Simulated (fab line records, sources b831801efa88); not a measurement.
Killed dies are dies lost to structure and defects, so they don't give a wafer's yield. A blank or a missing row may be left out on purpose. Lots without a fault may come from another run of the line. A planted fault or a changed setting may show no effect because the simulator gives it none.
Problem report in the 8D (eight disciplines) form, filled by code | flow gf180mcu | the parts of the form that need people (team, actions taken, sign-off) are left out

1. THE PROBLEM
CONTACT_CVD_00_THK at GF_CONTACT_THK_MEAS_01 reads a mean of 156 nm on 2 wafers of 2 lots; wafers without a fault read 303 nm with a standard deviation of 3.4. That is -43 standard deviations from the usual mean.
First seen on wafer L528.2, day 20 06:22, on film_metro-02. The record holds 37 wafers of 13 lots with a number at this step. Rule for "out", or "out of limits": more than 4 standard deviations from the usual mean. The other wafers with a number count as sound.

2. WHAT IT IS AND WHAT IT IS NOT
question                    | is                 | is not
which readings at this step | CONTACT_CVD_00_THK | -
which lots                  | L528, L529         | L514, L515, L516, L517, L518, L520, L522, L523, L525, L526, L536
which wafers of those lots  | L528.2, L529.6     | L528.4, L529.3
read on which gauges        | film_metro-02      | film_metro-03, film_metro-04
when                        | from day 20 06:22  | up to then (31 sound wafers); but 4 sound wafers of L529, L536 came after

3. SUSPECTS, AND WHAT RULES EACH OUT
Counting: a tool at a process step up to the reading stays a suspect if it ran every lot that is out. Sound lots after the first of them don't rule it out here, since some wafers of a struck lot are sound.
- the gauge at GF_CONTACT_THK_MEAS_01: ruled out. All the wafers that are out were read on film_metro-02, but those of them that GF_CONTACT_CVD_00 has rows for are out there too, on other tools.
- hdpcvd-01 at GF_CONTACT_CVD_00 (deposits SiO2, target thk 300 nm, time 50 s): kept. It ran every lot that is out, first L528 (day 20 06:18); its last sound lot up to then is L525 (day 19 06:37). Its own readings are out on those wafers: sih4_flow_sccm.
- Within hdpcvd-01 at GF_CONTACT_CVD_00: the wafers that are out ran in chamber 2; their sound lot-mates ran in chambers 0, 1.
Left after counting: hdpcvd-01 at GF_CONTACT_CVD_00.

4. THE CAUSE (what the simulator had put in)
Process parameter drift: hdpcvd-01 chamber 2, from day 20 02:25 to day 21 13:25, at GF_CONTACT_CVD_00. Setting sih4_flow_sccm, moved by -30, from 60. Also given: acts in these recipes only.
Counting left only this tool.

5. THE CHAIN OF EFFECTS, in route order
Each row: a reading whose mean over the struck wafers that have a number lies more than 3 standard deviations from the usual. Only readings for which the record gives a usual standard deviation are gone through. hours: the time from each lot's start at the first step in this table that gives one to its start at this step, as a median over the lots. sigmas: the change in usual standard deviations.
hours | step                   | reading            | usual      | on struck wafers | change | sigmas
0     | GF_CONTACT_CVD_00      | sih4_flow_sccm     | 60.00 sccm | 30.20            | -29.80 | -99 or more
0     | GF_CONTACT_THK_MEAS_01 | CONTACT_CVD_00_THK | 303 nm     | 156              | -147   | -43
-     | GF_CONTACT_ETCH_17     | oes_product_au     | 0.816 a.u. | 0.740            | -0.076 | -16
The process steps in it:
- GF_CONTACT_CVD_00: deposits SiO2, target thk 300 nm, time 50 s.
- GF_CONTACT_ETCH_17: etches SiO2 in C4F8/O2/Ar, stops on CoSi2, target depth 860 nm.

6. WHAT WOULD HAVE CAUGHT IT SOONER
In this record the first reading out of limits at a measuring or inspecting step was taken at day 20 06:22, 4 hours after the fault began at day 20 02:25.
The tool's own readings at GF_CONTACT_CVD_00 were out on every struck wafer that the step has a row for (sih4_flow_sccm): an alarm limit on them would have fired on the first of those.
Of the lots that are out (2), L529 began GF_CONTACT_CVD_00 on hdpcvd-01 after day 20 06:22. A hold on the tool at that time would have spared it.
